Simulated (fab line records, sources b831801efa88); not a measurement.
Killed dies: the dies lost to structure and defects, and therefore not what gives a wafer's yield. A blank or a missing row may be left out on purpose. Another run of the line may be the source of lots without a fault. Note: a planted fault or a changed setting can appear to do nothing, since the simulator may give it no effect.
Chamber matching || flow gf180mcu || GF_V5_CVD_00 on hdpcvd-01: 3 sister chambers
The step deposits SiO2, target thk 300 nm, time 50 s. 6 wafers are shown with their chamber, then 7 later ones without.

EACH WAFER AND ITS CHAMBER
{"wafer": "L128.5", "chamber": 0, "sih4-flow-sccm (sccm)": 60.20}
{"wafer": "L129.6", "chamber": 2, "sih4-flow-sccm (sccm)": 60.27}
{"wafer": "L136.4", "chamber": 1, "sih4-flow-sccm (sccm)": 59.89}
{"wafer": "L136.6", "chamber": 2, "sih4-flow-sccm (sccm)": 60.18}
{"wafer": "L143.2", "chamber": 1, "sih4-flow-sccm (sccm)": 60.04}
{"wafer": "L143.3", "chamber": 0, "sih4-flow-sccm (sccm)": 60.30}

WAFERS WITHOUT THEIR CHAMBER
{"wafer": "L143.4", "sih4-flow-sccm (sccm)": 60.15}
{"wafer": "L145.2", "sih4-flow-sccm (sccm)": 59.94}
{"wafer": "L145.4", "sih4-flow-sccm (sccm)": 60.25}
{"wafer": "L145.5", "sih4-flow-sccm (sccm)": 60.09}
{"wafer": "L147.2", "sih4-flow-sccm (sccm)": 60.08}
{"wafer": "L147.3", "sih4-flow-sccm (sccm)": 60.10}
{"wafer": "L147.4", "sih4-flow-sccm (sccm)": 60.08}

EACH ONE'S CHAMBER
{"wafer": "L143.4", "from the rows above": "can't be placed: 2 or 0 or 1", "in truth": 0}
{"wafer": "L145.2", "from the rows above": 1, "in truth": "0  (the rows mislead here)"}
{"wafer": "L145.4", "from the rows above": "can't be placed: 0 or 2", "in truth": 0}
{"wafer": "L145.5", "from the rows above": "can't be placed: 1 or 2 or 0", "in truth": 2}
{"wafer": "L147.2", "from the rows above": "can't be placed: 1 or 2 or 0", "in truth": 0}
{"wafer": "L147.3", "from the rows above": "can't be placed: 2 or 1 or 0", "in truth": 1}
{"wafer": "L147.4", "from the rows above": "can't be placed: 1 or 2 or 0", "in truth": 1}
0 of 7 placed correctly. Not placeable from these rows: 6 (in 6, the candidates include the true chamber). Placed wrongly: 1.
How it was worked out, from the rows above alone: a wafer's distance from a chamber is the root of the sum, over the readings, of the square of ((its reading less the chamber's mean) divided by the reading's scatter). If the next closest chamber is less than 2 further off than the closest, the wafer can't be placed; otherwise it belongs to the closest. A chamber's mean is the mean of its shown wafers. How the scatter is found: for the shown wafers, subtract from each reading the mean of its chamber, square and add these, divide the total by (wafers less chambers), then take the root.
